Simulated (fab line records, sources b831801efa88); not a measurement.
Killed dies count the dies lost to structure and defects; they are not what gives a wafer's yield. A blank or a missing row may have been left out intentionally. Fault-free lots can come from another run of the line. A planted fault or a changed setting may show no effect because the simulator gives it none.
A struck lot beside a sound one || flow sky130 || 18 steps out of a route of 708
Sound: wafers L181.1, L181.2, L181.5. Struck: wafers L187.3, L187.6. (L187.1 of the same lot was not struck and is left out.) The cause comes at the end.
Order at every step that has rows: each side's tool, ch and its chambers, its first start. Under that, the readings that differ: sound wafers || struck wafers || difference of the means || sigmas: that difference in standard deviations of wafers without a fault.
alike: same words and numbers on both sides, and readings whose means sit less than 2 such deviations apart. not compared: any withheld reading, any reading some wafer has no value for, any bound like >300 that may hide the same value, and any number with overlapping values for which the record gives no deviation.
Wherever a step has rows on one side only, a row that says differs or no value, or a row with sigmas, the two part there. Numbers that don't overlap but have no deviation are shown without sigmas and don't part them. Lack of a reading on every wafer of one side parts them only where that side has two or more wafers.

first, 3 steps without rows for these wafers: SKY_VIA1_EXPOSE_09 (exposes mask VIM, target cd 150 nm); SKY_VIA1_PEB_10; SKY_VIA1_DEVELOP_11 (develop time 60 s).
SKY_VIA1_CD_MEAS_12: target cd 150 nm.
  sound on cd sem-01, day 37 23:58; struck on cd sem-02, day 40 02:32
  alike: cd nm
SKY_VIA1_OVL_MEAS_13:
  sound on overlay-01, day 38 00:05; struck on overlay-02, day 40 02:39
{"reading": "VIA1_OVL (nm)", "sound": "2 -2 12", "struck": "-7 -12", "difference": -14, "sigmas": -2}
SKY_VIA1_ETCH_14: etches BARC in N2/H2, stops on SiO2, time 45.9 s, target depth 60 nm.
  sound on rie diel-01 ch 2,3, day 38 00:08; struck on rie diel-04 ch 1,2, day 40 02:41
  alike: chamber pressure mTorr, drypump motor current A, oes product au, throttle valve pct
  not compared: rf hours counter h
SKY_VIA1_ETCH_15: etches SiO2 in C4F8/O2/Ar, stops on TiN, target depth 351 nm, time 54 s.
  sound on rie diel-01 ch 2,3, day 38 00:10; struck on rie diel-04 ch 1,2, day 40 02:44
  alike: chamber pressure mTorr, oes product au
  not compared: rf hours counter h
SKY_VIA1_STRIP_16: strips in O2/N2.
  sound on plasma asher-01 ch 0,1, day 38 00:13; struck on plasma asher-02 ch 0, day 40 02:46
  alike: chamber pressure mTorr, drypump motor current A, oes product au, strip time to endpoint s
  not compared: rf hours counter h
then, 3 steps without rows for these wafers: SKY_VIA1_STRIP_17 (strips in post etch residue remover, time 1200 s); SKY_VIA1_CLEAN_18 (cleans in IPA, time 180 s); SKY_VIA1_CLEAN_19 (cleans in O3/DIW).
SKY_VIA1_SPUTTER_20: material TiN, target thk 20 nm, time 80 s.
  sound on pvd sputter-01, day 38 00:49; struck on pvd sputter-02, day 40 03:23
  alike: throttle valve pct
SKY_VIA1_CVD_21: deposits W, target thk 270 nm, time 80.902 s.
  sound on cvd w-02 ch 0,1, day 38 00:52; struck on cvd w-02 ch 0, day 40 03:26
{"reading": "model.W_of_VIA1_CVD_21.thk nm (nm)", "sound": "266.7 266.7 267.8", "struck": "348 350.9", "difference": "+82", "sigmas": ""}
  alike: heater power w, susceptor temp C
SKY_VIA1_RS_MEAS_22: measurement is done with a four-point probe.
  sound on film metro-01, day 38 00:58; struck on film metro-01, day 40 03:32
{"reading": "VIA1_W_RS (ohm/sq)", "sound": "0.433 0.432 0.430", "struck": "0.330 0.328", "difference": -0.103, "sigmas": -22}
SKY_VIA1_THK_MEAS_23: measures by xrf.
  sound on film metro-01, day 38 01:05; struck on film metro-01, day 40 03:39
{"reading": "VIA1_W_THK (nm)", "sound": "262.1 261.2 262.9", "struck": "347.6 347.2", "difference": "+85.3", "sigmas": "+29"}
SKY_VIA1_CMP_24: polishes, stops on SiO2, t overpolish 15 s, target thk 0 nm.
  sound on cmp-02 ch 0,1,2, day 38 01:12; struck on cmp-02 ch 0,3, day 40 03:46
{"reading": "time to endpoint s (s)", "sound": "68 68 70", "struck": "88 87", "difference": "+19", "sigmas": "+6"}
  alike: edge zone pressure frac, motor current A
SKY_METAL2_SPUTTER_00: material Ti, target thk 15 nm, time 10 s.
  sound on pvd sputter-02, day 38 01:27; struck on pvd sputter-04, day 40 04:01
  alike: throttle valve pct
-- the record jumps here: 10 days lie between the struck wafers' starts before and after (it left off in module METAL2 and takes up again in module PAD_OPEN, whose first step shown is number 708 of the route) --
SKY_PAD_OPEN_PROBE_99:
  sound on prober-01, day 49 02:10; struck on prober-02, day 50 12:59
  alike: defect limited yield, killed_at_M0_to_M3, killed_at_M4_up, killed at contacts, killed at front end, killed at other, killed dies, killed open, killed short, sort_bin_3_pad_short, sort_bin_5_function, sort_bin_6_memory, sort n pass, sort yield pct

## WHERE THEY PART
Earliest at SKY_VIA1_OVL_MEAS_13; latest, in this record, at SKY_VIA1_CMP_24. Later steps at which nothing parts them and some readings are alike: SKY_METAL2_SPUTTER_00, SKY_PAD_OPEN_PROBE_99.

WHY: the cause the simulator had injected
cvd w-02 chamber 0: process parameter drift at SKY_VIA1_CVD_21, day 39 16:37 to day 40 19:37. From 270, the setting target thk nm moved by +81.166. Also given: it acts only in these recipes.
